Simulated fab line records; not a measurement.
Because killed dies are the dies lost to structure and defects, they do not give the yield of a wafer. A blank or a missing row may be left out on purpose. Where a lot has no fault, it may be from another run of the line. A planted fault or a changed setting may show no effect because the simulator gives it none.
Matching of chambers	flow sky130	SKY_METAL3_ETCH_17 on rie_diel-02: 4 sister chambers
The step etches SiO2 in C4F8/O2/Ar, stops on TiN, time 3.9 s, target depth 15 nm. 8 wafers are shown with their chamber, then 12 later ones without.

== WAFERS PAIRED WITH THEIR CHAMBERS ==
wafer	chamber	oes_product_au (a.u.)
L082.2	0	0.748
L084.2	3	0.753
L084.3	0	0.754
L090.5	3	0.765
L090.6	2	0.750
L092.1	1	0.751
L092.4	2	0.753
L092.5	1	0.754

== WAFERS WITH NO CHAMBER GIVEN ==
wafer	oes_product_au (a.u.)
L093.3	0.746
L093.4	0.758
L093.5	0.743
L094.3	0.745
L094.4	0.766
L094.6	0.751
L096.1	0.749
L096.2	0.745
L096.3	0.744
L096.4	0.761
L096.5	0.770
L096.6	0.752

== CHAMBER TAKEN BY EACH ==
wafer	from the rows above	in truth
L093.3	can't be placed: 0 or 2 or 1 or 3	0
L093.4	can't be placed: 3 or 1 or 2 or 0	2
L093.5	can't be placed: 0 or 2 or 1 or 3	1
L094.3	can't be placed: 0 or 2 or 1 or 3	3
L094.4	can't be placed: 3 or 1 or 2 or 0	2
L094.6	can't be placed: 0 or 2 or 1 or 3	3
L096.1	can't be placed: 0 or 2 or 1 or 3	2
L096.2	can't be placed: 0 or 2 or 1 or 3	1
L096.3	can't be placed: 0 or 2 or 1 or 3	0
L096.4	can't be placed: 3 or 1 or 2 or 0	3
L096.5	can't be placed: 3 or 1 or 2 or 0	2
L096.6	can't be placed: 1 or 2 or 0 or 3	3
Correct placement for 0 of the 12. Cannot be placed on the basis of these rows: 12; the candidates contain the true chamber in 12. 0 placed wrongly.
How it was worked out, from the rows above alone: a wafer's distance from a chamber is the root of the sum, over the readings, of the square of ((its reading less the chamber's mean) divided by the reading's scatter). The wafer belongs to the nearest chamber; if the next one is less than 2 further off, it can't be placed. A chamber's mean is the mean of its shown wafers. The scatter: take each reading less its chamber's mean, square it, sum over the shown wafers, divide by the number of wafers less the number of chambers, and take the root.
